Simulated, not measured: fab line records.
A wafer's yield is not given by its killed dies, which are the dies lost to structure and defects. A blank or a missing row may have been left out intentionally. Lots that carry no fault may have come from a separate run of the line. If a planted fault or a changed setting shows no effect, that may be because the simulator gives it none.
Lot-split experiment || flow gf180mcu || 5 lots, 23 wafers read, on a route of 602 steps

## THE SPLIT
At GF_NWELL_IMPLANT_08, the setting dose-cm2 was moved away from the recipe's 1.5e+13 on 5 of the 23 wafers read, by +10.7% to +12.9%. All remaining wafers had this setting at the recipe value.

## FROM THE SPLIT TO THE READING: what the file shows between them, 2 steps
- GF_NWELL_IMPLANT_09 (also split here: dose-cm2)
- GF_NWELL_STRIP_10: strips in O2/N2

## THE READING
NWELL_TW, at GF_NWELL_TW_MEAS_11. Fault-free wafers of this fab line usually give 1579, standard deviation 9.

{"wafer": "L075.1", "tool, chamber at the split": "implanter-02, 0", "dose-cm2 as run": 1.5e+13, "against the recipe": "recipe", "NWELL_TW": 1579, "against lot-mates on the recipe": "-"}
{"wafer": "L075.2", "tool, chamber at the split": "implanter-02, 0", "dose-cm2 as run": 1.5e+13, "against the recipe": "recipe", "NWELL_TW": 1574, "against lot-mates on the recipe": "-"}
{"wafer": "L075.4", "tool, chamber at the split": "implanter-02, 0", "dose-cm2 as run": 1.661e+13, "against the recipe": "+10.7%", "NWELL_TW": 1609, "against lot-mates on the recipe": "+34"}
{"wafer": "L075.5", "tool, chamber at the split": "implanter-02, 0", "dose-cm2 as run": 1.661e+13, "against the recipe": "+10.7%", "NWELL_TW": 1607, "against lot-mates on the recipe": "+32"}
{"wafer": "L075.6", "tool, chamber at the split": "implanter-02, 0", "dose-cm2 as run": 1.5e+13, "against the recipe": "recipe", "NWELL_TW": 1572, "against lot-mates on the recipe": "-"}
{"wafer": "L078.2", "tool, chamber at the split": "implanter-03, 0", "dose-cm2 as run": 1.5e+13, "against the recipe": "recipe", "NWELL_TW": 1580, "against lot-mates on the recipe": "-"}
{"wafer": "L078.4", "tool, chamber at the split": "implanter-03, 0", "dose-cm2 as run": 1.5e+13, "against the recipe": "recipe", "NWELL_TW": 1575, "against lot-mates on the recipe": "-"}
{"wafer": "L078.6", "tool, chamber at the split": "implanter-03, 0", "dose-cm2 as run": 1.5e+13, "against the recipe": "recipe", "NWELL_TW": 1577, "against lot-mates on the recipe": "-"}
{"wafer": "L077.1", "tool, chamber at the split": "implanter-02, 0", "dose-cm2 as run": 1.5e+13, "against the recipe": "recipe", "NWELL_TW": 1564, "against lot-mates on the recipe": "-"}
{"wafer": "L077.2", "tool, chamber at the split": "implanter-02, 0", "dose-cm2 as run": 1.5e+13, "against the recipe": "recipe", "NWELL_TW": 1560, "against lot-mates on the recipe": "-"}
{"wafer": "L077.3", "tool, chamber at the split": "implanter-02, 0", "dose-cm2 as run": 1.5e+13, "against the recipe": "recipe", "NWELL_TW": 1565, "against lot-mates on the recipe": "-"}
{"wafer": "L077.4", "tool, chamber at the split": "implanter-02, 0", "dose-cm2 as run": 1.5e+13, "against the recipe": "recipe", "NWELL_TW": 1563, "against lot-mates on the recipe": "-"}
{"wafer": "L077.6", "tool, chamber at the split": "implanter-02, 0", "dose-cm2 as run": 1.5e+13, "against the recipe": "recipe", "NWELL_TW": 1572, "against lot-mates on the recipe": "-"}
{"wafer": "L081.2", "tool, chamber at the split": "implanter-03, 0", "dose-cm2 as run": 1.5e+13, "against the recipe": "recipe", "NWELL_TW": 1581, "against lot-mates on the recipe": "-"}
{"wafer": "L081.3", "tool, chamber at the split": "implanter-03, 0", "dose-cm2 as run": 1.694e+13, "against the recipe": "+12.9%", "NWELL_TW": 1642, "against lot-mates on the recipe": "+65"}
{"wafer": "L081.4", "tool, chamber at the split": "implanter-03, 0", "dose-cm2 as run": 1.5e+13, "against the recipe": "recipe", "NWELL_TW": 1573, "against lot-mates on the recipe": "-"}
{"wafer": "L081.5", "tool, chamber at the split": "implanter-03, 0", "dose-cm2 as run": 1.694e+13, "against the recipe": "+12.9%", "NWELL_TW": 1636, "against lot-mates on the recipe": "+59"}
{"wafer": "L081.6", "tool, chamber at the split": "implanter-03, 0", "dose-cm2 as run": 1.694e+13, "against the recipe": "+12.9%", "NWELL_TW": 1637, "against lot-mates on the recipe": "+60"}
{"wafer": "L082.1", "tool, chamber at the split": "implanter-02, 0", "dose-cm2 as run": 1.5e+13, "against the recipe": "recipe", "NWELL_TW": 1586, "against lot-mates on the recipe": "-"}
{"wafer": "L082.2", "tool, chamber at the split": "implanter-02, 0", "dose-cm2 as run": 1.5e+13, "against the recipe": "recipe", "NWELL_TW": 1585, "against lot-mates on the recipe": "-"}
{"wafer": "L082.3", "tool, chamber at the split": "implanter-02, 0", "dose-cm2 as run": 1.5e+13, "against the recipe": "recipe", "NWELL_TW": 1579, "against lot-mates on the recipe": "-"}
{"wafer": "L082.5", "tool, chamber at the split": "implanter-02, 0", "dose-cm2 as run": 1.5e+13, "against the recipe": "recipe", "NWELL_TW": 1590, "against lot-mates on the recipe": "-"}
{"wafer": "L082.6", "tool, chamber at the split": "implanter-02, 0", "dose-cm2 as run": 1.5e+13, "against the recipe": "recipe", "NWELL_TW": 1565, "against lot-mates on the recipe": "-"}

THE FIT
A straight line over all 23 wafers: NWELL_TW changes by +4.39 for each +1% of dose-cm2; r = +0.93; the points scatter about the line by 9.2.
The same after taking each lot's own level away (the mean of its wafers on the recipe; 23 wafers): +4.24 for each +1%; r = +0.96; scatter 6.9.
Per that fit: largest dose-cm2 move, reading shift of 55.
The span of the lots' own levels, 1564.8 to 1581.0, comes to 1.8 times the standard deviation stated above.
The two slopes agree, so the slope changes little with the lot-to-lot level.
Check: for one of the wafers moved furthest among these (+12.9%), held out of the fit, the line's prediction against its lot-mates is +51.5. Against them it came out at +65.

## OTHER SPLITS ON THESE WAFERS
Note: prior to the reading, these wafers also went through further splits. Each is held against what the fit with the lots' levels taken away leaves over:
{"other split on the same wafers": "GF_STI_OXIDATION_01 ox-time-s", "wafers away from the commonest value": 15, "r with NWELL_TW (lot level and that fit taken away)": "+0.29"}
{"other split on the same wafers": "GF_STI_PEB_10 peb-time-s", "wafers away from the commonest value": 9, "r with NWELL_TW (lot level and that fit taken away)": "+0.10"}
{"other split on the same wafers": "GF_STI_WET_ETCH_26 temp-c", "wafers away from the commonest value": 18, "r with NWELL_TW (lot level and that fit taken away)": "+0.00"}
{"other split on the same wafers": "GF_DNWELL_STRIP_08 platen-temp-c", "wafers away from the commonest value": 4, "r with NWELL_TW (lot level and that fit taken away)": "+0.22"}
{"other split on the same wafers": "GF_NWELL_IMPLANT_09 dose-cm2", "wafers away from the commonest value": 6, "r with NWELL_TW (lot level and that fit taken away)": "+0.57"}

## FILE'S OWN FIT
NWELL_TW changes by +4.04 for each +1% of dose-cm2, r = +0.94.
